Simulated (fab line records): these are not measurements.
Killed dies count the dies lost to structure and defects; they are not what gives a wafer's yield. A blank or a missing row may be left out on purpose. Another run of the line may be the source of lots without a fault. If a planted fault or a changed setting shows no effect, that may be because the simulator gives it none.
A struck lot beside a sound one ; flow gf180mcu ; 43 out of 602 route steps
Sound: the wafers L135.2, L135.3, L135.4. Wafers L151.1, L151.3, L151.6 were the ones struck. The cause comes at the end.
Order at every step that has rows: each side's tool, ch and its chambers, its first start. Under that, the readings that differ: sound wafers ; struck wafers ; difference of the means ; sigmas: that difference in standard deviations of wafers without a fault.
alike: same words and numbers on both sides, and readings whose means sit less than 2 such deviations apart. not compared: any withheld reading, any reading some wafer has no value for, any bound like >300 that may hide the same value, and any number with overlapping values for which the record gives no deviation.
The two part at a step that has a row with sigmas, a row that says differs or no value, or rows on one side only. Numbers that have no deviation but don't overlap get no sigmas and don't part them. A reading missing from all wafers of one side parts the sides only when that side holds two or more wafers.

first, 3 steps without rows for these wafers: GF_STI_WET_ETCH_27 (etches Si3N4 in H3PO4, target depth 160 nm, time 1825 s); GF_STI_WET_ETCH_28 (etches SiO2 in dHF, target depth 20 nm, time 40 s); GF_STI_OXIDATION_29 (stabilise 600 s, purge 300 s, target thk 10 nm).
GF_STI_THK_MEAS_30:
  sound: film metro-03 at day 2 21:54; struck: film metro-04 at day 6 08:09
  alike: STI_OXIDATION_02_THK
then, 8 steps without rows for these wafers: GF_DNWELL_DEHYDRATE_00 (time 60 s); GF_DNWELL_HMDS_01 (prime time 60 s); GF_DNWELL_COAT_02 (resist thk 3000 nm); GF_DNWELL_SOFTBAKE_03; GF_DNWELL_EXPOSE_04 (exposes mask DNWELL, target cd 1700 nm); GF_DNWELL_PEB_05; GF_DNWELL_DEVELOP_06 (develop time 60 s); GF_DNWELL_IMPLANT_07.
GF_DNWELL_STRIP_08: strips in O2/N2.
  sound on plasma asher-02 ch 0,1, day 3 10:43; struck on plasma asher-03 ch 0,1, day 6 23:23
  alike: drypump motor current A, heater power w, oes product au, strip time to endpoint s
  not compared: rf hours counter h
GF_DNWELL_TW_MEAS_09:
  sound: film metro-02 at day 3 10:50; struck: film metro-01 at day 6 23:29
  alike: DNWELL_TW
then, 7 steps without rows for these wafers: GF_NWELL_DEHYDRATE_00 (time 60 s); GF_NWELL_HMDS_01 (prime time 60 s); GF_NWELL_COAT_02 (resist thk 3000 nm); GF_NWELL_SOFTBAKE_03; GF_NWELL_EXPOSE_04 (exposes mask Nwell, target cd 860 nm); GF_NWELL_PEB_05; GF_NWELL_DEVELOP_06 (develop time 60 s).
GF_NWELL_OVL_MEAS_07:
  sound: overlay-02 at day 3 22:53; struck: overlay-02 at day 7 14:56
  alike: NWELL_OVL
then, 2 steps without rows for these wafers: GF_NWELL_IMPLANT_08; GF_NWELL_IMPLANT_09.
GF_NWELL_STRIP_10: strips in O2/N2.
  sound on plasma asher-04 ch 0,1, day 3 23:13; struck on plasma asher-04 ch 0,1, day 7 15:16
  alike: drypump motor current A, heater power w, oes product au, strip time to endpoint s
  not compared: rf hours counter h
GF_NWELL_TW_MEAS_11:
  sound: film metro-03 at day 3 23:19; struck: film metro-04 at day 7 15:22
  alike: NWELL_TW
then, 7 steps without rows for these wafers: GF_LVPWELL_DEHYDRATE_00 (time 60 s); GF_LVPWELL_HMDS_01 (prime time 60 s); GF_LVPWELL_COAT_02 (resist thk 3000 nm); GF_LVPWELL_SOFTBAKE_03; GF_LVPWELL_EXPOSE_04 (exposes mask LVPWELL, target cd 600 nm); GF_LVPWELL_PEB_05; GF_LVPWELL_DEVELOP_06 (develop time 60 s).
GF_LVPWELL_OVL_MEAS_07:
  sound: overlay-01 at day 4 12:45; struck: overlay-02 at day 8 07:55
  alike: LVPWELL_OVL
then, 2 steps without rows for these wafers: GF_LVPWELL_IMPLANT_08; GF_LVPWELL_IMPLANT_09.
GF_LVPWELL_STRIP_10: strips in O2/N2.
  sound on plasma asher-02 ch 0,1, day 4 13:05; struck on plasma asher-04 ch 0,1, day 8 08:15
  alike: drypump motor current A, heater power w, oes product au, strip time to endpoint s
  not compared: rf hours counter h
GF_LVPWELL_TW_MEAS_11:
  sound: film metro-01 at day 4 13:14; struck: film metro-01 at day 8 08:21
  alike: LVPWELL_TW
then, 4 steps without rows for these wafers: GF_MVSD_DEHYDRATE_00 (time 60 s); GF_MVSD_HMDS_01 (prime time 60 s); GF_MVSD_COAT_02 (resist thk 3000 nm); GF_MVSD_SOFTBAKE_03.
-- the record jumps here: 26 days lie between the struck wafers' starts before and after (it left off in module MVSD and takes up again in module PASSIVATION, whose first step shown is number 602 of the route) --
GF_PASSIVATION_PROBE_99:
  rows exist in the record for the struck wafers here (prober-01, day 34 03:32), but not for the sound ones

== WHERE THEY PART ==
GF_PASSIVATION_PROBE_99 only, going by this record.

WHY: whatever the simulator had introduced
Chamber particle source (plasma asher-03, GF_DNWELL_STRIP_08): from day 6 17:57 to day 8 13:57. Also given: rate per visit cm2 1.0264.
